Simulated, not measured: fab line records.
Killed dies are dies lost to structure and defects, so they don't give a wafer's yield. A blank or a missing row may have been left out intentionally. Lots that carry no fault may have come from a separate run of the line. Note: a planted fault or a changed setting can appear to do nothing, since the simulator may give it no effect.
Code-filled problem report in 8D (eight disciplines) form || flow gf180mcu || the parts of the form that need people (team, actions taken, sign-off) are left out

## 1. THE ISSUE
Mean V4_CVD_00_THK at GF_V4_THK_MEAS_01: 503 nm over 6 wafers in 2 lots; fault-free wafers: 597 nm, standard deviation 6.6. That is -14 standard deviations from the usual mean.
First seen on wafer L109.1, day 29 09:53, on film metro-04. At this step, 42 wafers from 14 lots have a number in the record. By rule, "out" or "out of limits" means more than 4 standard deviations away from the usual mean. The other wafers with a number count as sound.

## 2. WHAT IT IS, AND WHAT IT ISN'T
{"question": "which readings at this step", "is": "V4_CVD_00_THK", "is not": "-"}
{"question": "which lots", "is": "L109, L111", "is not": "L102, L104, L105, L110, L112, L114, L991, L992, L993, L996, L997, L998"}
{"question": "which wafers of those lots", "is": "all that have a number", "is not": "-"}
{"question": "read on which gauges", "is": "film metro-01, film metro-04", "is not": "film metro-03"}
{"question": "when", "is": "from day 29 09:53", "is not": "up to then (27 sound wafers); but 9 sound wafers of L110, L112, L114 came after"}

## 3. THE SUSPECTS, EACH WITH WHAT RULES IT OUT
Counting: a tool at any process step up to the reading remains a suspect when it ran all the lots that are out and ran no sound lot after the first of those.
- the gauge at GF_V4_THK_MEAS_01 is ruled out. The wafers that are out were read on 2 gauges (film metro-01, film metro-04).
- cmp-02 at GF_V3_CMP_04 (polishes SiO2): ruled out as a lasting fault. Sound lots L112 ran on it after its first lot that is out, L109 (day 27 16:27).
- hdpcvd-02 at GF_V4_CVD_00 (deposits SiO2, target thk 600 nm, time 100 s): kept. Every lot that is out went through it, starting with L109 (day 29 09:49), and after that it ran no sound lot; the last sound lot it ran before then is L998 (day 26 00:43).
Left after counting: hdpcvd-02 at GF_V4_CVD_00.

## 4. THE CAUSE (what the simulator had put in)
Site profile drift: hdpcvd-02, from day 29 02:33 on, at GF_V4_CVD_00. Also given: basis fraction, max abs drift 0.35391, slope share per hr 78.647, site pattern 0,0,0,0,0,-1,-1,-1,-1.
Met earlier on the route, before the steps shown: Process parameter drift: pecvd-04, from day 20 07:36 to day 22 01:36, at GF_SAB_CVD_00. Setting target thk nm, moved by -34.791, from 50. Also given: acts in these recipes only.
Counting left only this tool.

## 5. THE CHAIN OF EFFECTS, in route order
Each row: a reading where the mean over the struck wafers with a number is more than 3 standard deviations away from the usual. Only readings whose record carries a usual standard deviation are examined. hours: median over the lots of the time between each lot's start at the first step of this table that gives one and its start at this step. sigmas: the change, counted in usual standard deviations.
{"hours": 0, "step": "GF_V4_THK_MEAS_01", "reading": "V4_CVD_00_THK", "usual": "597 nm", "on struck wafers": 503, "change": -94, "sigmas": -14}

## 6. WHAT WOULD HAVE CAUGHT IT SOONER
Counted from the fault's start at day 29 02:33, it took 7 hours until the first out-of-limits reading at a measuring or inspecting step in this record, taken at day 29 09:53.
Lots out: 2; of these, L111 started GF_V4_CVD_00 on hdpcvd-02 after day 29 09:53. It would have been spared by a hold on the tool at that moment.
